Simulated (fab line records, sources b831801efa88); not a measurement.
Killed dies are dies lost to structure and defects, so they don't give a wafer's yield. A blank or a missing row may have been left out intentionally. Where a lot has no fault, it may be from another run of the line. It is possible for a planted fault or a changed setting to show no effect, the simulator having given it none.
Comparing a struck lot with a sound one + flow sky130 + 21 steps out of a route of 708
Sound: these wafers, L521.4, L521.5, L521.6. The struck wafers were L524.2, L524.3, L524.5. Last of all comes the cause.
For every step that has rows: the tool of each side, followed by ch and its chambers, followed by its first start. Under that, the readings that differ: sound wafers + struck wafers + difference of the means + sigmas: that difference in standard deviations of wafers without a fault.
alike: readings with means less than 2 such deviations apart, plus words and numbers identical on both sides. not compared: withheld readings, readings lacking a value on some wafer, bounds such as >300 that could conceal the same value, and numbers that have no deviation in the record and whose values overlap.
Wherever a step has rows on one side only, a row that says differs or no value, or a row with sigmas, the two part there. Non-overlapping numbers with no deviation appear without sigmas and do not part them. A reading missing from all wafers of one side parts the sides only when that side holds two or more wafers.

first, 1 step without rows for these wafers: SKY_RES_XHIGH_IMPLANT_07.
SKY_RES_XHIGH_STRIP_08: strips in O2/N2.
  sound on plasma_asher-03 ch 0,1, day 32 16:19; struck on plasma_asher-03 ch 0,1, day 33 02:44
| reading                      | sound             | struck            | difference | sigmas |
|------------------------------|-------------------|-------------------|------------|--------|
| strip_time_to_endpoint_s (s) | 14.23 14.31 14.28 | 14.38 14.39 14.36 | +0.10      | +2     |
  alike: drypump_motor_current_A, oes_product_au
  not compared: rf_hours_counter_h
SKY_RES_XHIGH_TW_MEAS_09:
  sound on film_metro-03 at day 32 16:25; struck on film_metro-02 at day 33 02:51
| reading      | sound          | struck         | difference | sigmas |
|--------------|----------------|----------------|------------|--------|
| RES_XHIGH_TW | 1630 1623 1627 | 1660 1662 1666 | +36        | +2     |
then, 7 steps without rows for these wafers: SKY_SD_N_DEHYDRATE_00 (time 60 s); SKY_SD_N_HMDS_01 (prime time 60 s); SKY_SD_N_COAT_02 (resist thk 1140 nm); SKY_SD_N_SOFTBAKE_03 (time 60 s); SKY_SD_N_EXPOSE_04 (exposes mask NSDM, target cd 380 nm); SKY_SD_N_PEB_05; SKY_SD_N_DEVELOP_06 (develop time 60 s).
SKY_SD_N_CD_MEAS_07 targets a cd of 380 nm.
  sound on cd_sem-02 at day 33 18:58; struck on cd_sem-02 at day 34 04:41
  alike: cd_nm
SKY_SD_N_OVL_MEAS_08:
  sound on overlay-01 at day 33 19:03; struck on overlay-01 at day 34 04:47
  alike: SD_N_OVL
SKY_SD_N_IMPLANT_09:
  sound on implanter-01 ch 0, day 33 19:08; struck on implanter-02 ch 0, day 34 04:50
| reading                          | sound                      | struck                     | difference | sigmas      |
|----------------------------------|----------------------------|----------------------------|------------|-------------|
| beam_on_s (s)                    | 18.7 17.8 17.9             | 9.6 10.4 9.8               | -8.2       | -5          |
| dose_ions_cm2                    | 4e+15 3.995e+15 4.004e+15  | 3.98e+14 3.98e+14 3.95e+14 | -3.60e+15  | -99 or more |
| end_station_pressure_torr (Torr) | 1.41e-05 1.36e-05 1.35e-05 | 6.9e-06 6.5e-06 6.6e-06    | -7.1e-06   | -5          |
| faraday_current_uA               | 11636 12317 12202          | 2336 2160 2280             | -9793      | -8          |
following that, these wafers have no rows for 1 step: SKY_SD_N_IMPLANT_10.
SKY_SD_N_STRIP_11: strips in O2/N2.
  sound on plasma_asher-01 ch 0,1, day 33 19:24; struck on plasma_asher-01 ch 0,1, day 34 05:07
| reading                      | sound             | struck            | difference | sigmas      |
|------------------------------|-------------------|-------------------|------------|-------------|
| oes_product_au (a.u.)        | 0.525 0.526 0.518 | 0.664 0.660 0.666 | +0.140     | +32         |
| strip_time_to_endpoint_s (s) | 22.49 22.56 22.53 | 15.73 15.65 15.62 | -6.86      | -99 or more |
  alike: drypump_motor_current_A
  not compared: rf_hours_counter_h
SKY_SD_N_TW_MEAS_12:
  sound on film_metro-03 at day 33 19:30; struck on film_metro-03 at day 34 05:14
| reading | sound          | struck         | difference | sigmas |
|---------|----------------|----------------|------------|--------|
| SD_N_TW | 3954 3958 3951 | 3261 3260 3254 | -696       | -16    |
then, 1 step without rows for these wafers: SKY_SD_N_CLEAN_13 (cleans in SC1/SC2, time 150 s).
SKY_SD_N_RTA_14: time 2 s.
  sound on rtp_anneal-01 ch 0, day 33 19:36; struck on rtp_anneal-02 ch 0, day 34 05:20
  alike: lamp_power_pct, wafer_temp_C_max
SKY_SD_N_RS_MEAS_16: uses a four-point probe to measure.
  sound on film_metro-01 at day 33 19:49; struck on film_metro-03 at day 34 05:31
| reading          | sound             | struck               | difference | sigmas      |
|------------------|-------------------|----------------------|------------|-------------|
| SD_N_RS (ohm/sq) | 68.85 68.69 68.84 | 182.83 183.00 186.62 | +115.36    | +99 or more |
SKY_SD_N_RS_MEAS_17: uses a four-point probe to measure.
  sound on film_metro-01 at day 33 19:56; struck on film_metro-03 at day 34 05:38
| reading          | sound             | struck            | difference | sigmas |
|------------------|-------------------|-------------------|------------|--------|
| SD_P_RS (ohm/sq) | 147.6 147.5 147.7 | 146.5 146.3 146.3 | -1.2       | -3     |
-- record jumps: 16 days separate the struck wafers' starts on either side; left off in module SD_N, taken up again in module PAD_OPEN, whose first shown step is the route's number 708 --
SKY_PAD_OPEN_PROBE_99:
  sound on prober-02 at day 49 21:38; struck on prober-01 at day 50 05:52
| reading                                 | sound                         | struck                       | difference | sigmas |
|-----------------------------------------|-------------------------------|------------------------------|------------|--------|
| model.etest.nfet_g5v0d10v5.r_on_ohm_um  | 1868 1891 1878                | 2709 2842 2796               | +903       |        |
| model.etest.nfet_16v.r_on_ohm_um        | 1.409e+04 1.405e+04 1.409e+04 | 1.47e+04 1.488e+04 1.476e+04 | +7.03e+02  |        |
| model.etest.sonos_uncharged.r_on_ohm_um | 794.2 804.3 801.5             | 1452 1528 1513               | +698       |        |
| model.etest.res_ndiff.line_ohm_um       | 769.4 744.9 748.8             | 1358 1361 1361               | +606       |        |
| model.etest.licon_ndiff.rc_ohm          | 177.6 181.1 182.4             | 536.2 546 557.3              | +366.1     |        |
| model.etest.nfet_01v8.r_on_ohm_um       | 840.8 834 854.9               | 1124 1149 1152               | +298       |        |
| model.etest.res_ndiff_hv.rs_ohm_sq      | 114.1 114.4 114.6             | 221.4 222.4 224.9            | +108.5     |        |
| model.etest.res_ndiff.rs_ohm_sq         | 120.6 120 120.8               | 209.9 210.9 212.3            | +90.6      |        |
  alike: killed_at_M0_to_M3, killed_at_M4_up, killed_at_contacts, killed_at_front_end, killed_at_other, killed_dies, killed_open, killed_short

WHERE THEY PART
First at SKY_RES_XHIGH_STRIP_08; last, within this record, at SKY_SD_N_RS_MEAS_17. Later steps at which nothing parts them and some readings are alike: SKY_PAD_OPEN_PROBE_99.

WHY: what had been put in by the simulator
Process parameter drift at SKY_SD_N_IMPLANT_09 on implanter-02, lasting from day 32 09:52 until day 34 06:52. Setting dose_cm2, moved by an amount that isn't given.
